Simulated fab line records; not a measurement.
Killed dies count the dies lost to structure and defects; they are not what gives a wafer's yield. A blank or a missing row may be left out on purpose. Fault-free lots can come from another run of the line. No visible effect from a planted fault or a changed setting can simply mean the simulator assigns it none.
The tool behind it: which one? | flow sfq-line | 42 wafers sampled from 14 lots at 1 step of a route of 325

## WHAT EACH GAUGE READ, for each wafer
The record lacks any reading of a measuring or inspecting step that a usual standard deviation could be used to judge.

## EACH LOT AND THE TOOL THAT RAN IT (in order: tool; ch and the chambers of the sampled wafers; start)
lot  | SFQ_TRILAYER_I2_VIA_BARC_OPEN_VIA_ETCH_096
L989 | rie-diel-04 ch 0,1,2, day 22 21:16
L991 | rie-diel-03 ch 0,2, day 23 18:52
L992 | rie-diel-04 ch 1,2,3, day 24 02:04
L994 | rie-diel-04 ch 1,2,3, day 25 10:34
L995 | rie-diel-04 ch 0,1,3, day 25 23:46
L996 | rie-diel-04 ch 0,1,3, day 26 05:46
L998 | rie-diel-04 ch 0,1,2, day 27 00:58
L999 | rie-diel-01 ch 1,2, day 27 09:22
L101 | rie-diel-04 ch 0,1, day 28 09:53
L103 | rie-diel-01 ch 0,1,3, day 29 11:05
L106 | rie-diel-01 ch 1,2,3, day 30 18:17
L107 | rie-diel-01 ch 1,2,3, day 30 23:05
L110 | rie-diel-03 ch 1,2,3, day 32 01:29
L111 | rie-diel-04 ch 0,2,3, day 32 19:18
- SFQ_TRILAYER_I2_VIA_BARC_OPEN_VIA_ETCH_096: etches BARC in O2, target depth 125 nm, time 41.7 s.

## WHAT THE TOOLS THEMSELVES READ (means of the sampled wafers that have a number; where no wafer has one, the mark that the record gives instead)
SFQ_TRILAYER_I2_VIA_BARC_OPEN_VIA_ETCH_096.
lot  | tool        | drypump-motor-current-A (A) | oes-product-au (a.u.) | run-length-s (s)
L989 | rie-diel-04 | 6.0                         | 0.686                 | 69.9
L991 | rie-diel-03 | 4.9                         | 0.688                 | 69.9
L992 | rie-diel-04 | 6.1                         | 0.687                 | 70.1
L994 | rie-diel-04 | 6.1                         | 0.686                 | 70.1
L995 | rie-diel-04 | 6.1                         | 0.682                 | 70.3
L996 | rie-diel-04 | 6.1                         | 0.682                 | 69.8
L998 | rie-diel-04 | 6.0                         | 0.688                 | 70.3
L999 | rie-diel-01 | 5.5                         | 0.686                 | 70.3
L101 | rie-diel-04 | 5.6                         | 0.685                 | 69.6
L103 | rie-diel-01 | 5.5                         | 0.686                 | 69.8
L106 | rie-diel-01 | 5.5                         | 0.671                 | 72.6
L107 | rie-diel-01 | 5.5                         | 0.668                 | 72.9
L110 | rie-diel-03 | 5.8                         | 0.683                 | 69.9
L111 | rie-diel-04 | 6.5                         | 0.683                 | 70.4

## THE ANSWER, worked out from the rows above alone
Rule: the usual values come from the lots themselves. The widest of any qualifying gaps counts: lots, ordered by their means at a reading, are off when they make up no more than a third of the lots, leave a main group of 4 or more, and stand apart from it by 3 or more times the standard deviation of that group's means. Not used: any main group whose means are identical at the precision the tables above print for the reading. A lot without any number at a reading at which 4 lots or more have one is off too. All remaining lots with rows at the step are treated as sound. After the gauges, taken in route order, come the tools' own readings; for these a lot's mean is taken, as printed above. The first step at which some lot is off is used, and at that step the reading that is off furthest; a lot without a number counts as furthest.
Off: L106, L107 (SFQ_TRILAYER_I2_VIA_BARC_OPEN_VIA_ETCH_096, run-length-s). The main group has a mean of 70.0 s with a standard deviation of 0.24.
A tool fits if, at that step or a process step before it, it ran every lot that is off, and no sound lot after the first of them. One fits: SFQ_TRILAYER_I2_VIA_BARC_OPEN_VIA_ETCH_096 on rie-diel-01. Its last sound lot is L103 (day 29 11:05), its first lot that is off L106 (day 30 18:17): a fault that began between those two fits.
The tool's own readings at SFQ_TRILAYER_I2_VIA_BARC_OPEN_VIA_ETCH_096 bear it out: on the lots that are off they differ by more than 5 times the standard deviation of the sound lots' means. oes-product-au reads 0.669 a.u. there against 0.685 a.u. on the sound lots; run-length-s reads 72.8 s there against 70.0 s on the sound lots.

## WHAT THE SIMULATOR HAD INSERTED
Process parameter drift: rie-diel-01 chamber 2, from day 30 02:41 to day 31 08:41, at SFQ_TRILAYER_I2_VIA_BARC_OPEN_VIA_ETCH_096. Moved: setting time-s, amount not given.
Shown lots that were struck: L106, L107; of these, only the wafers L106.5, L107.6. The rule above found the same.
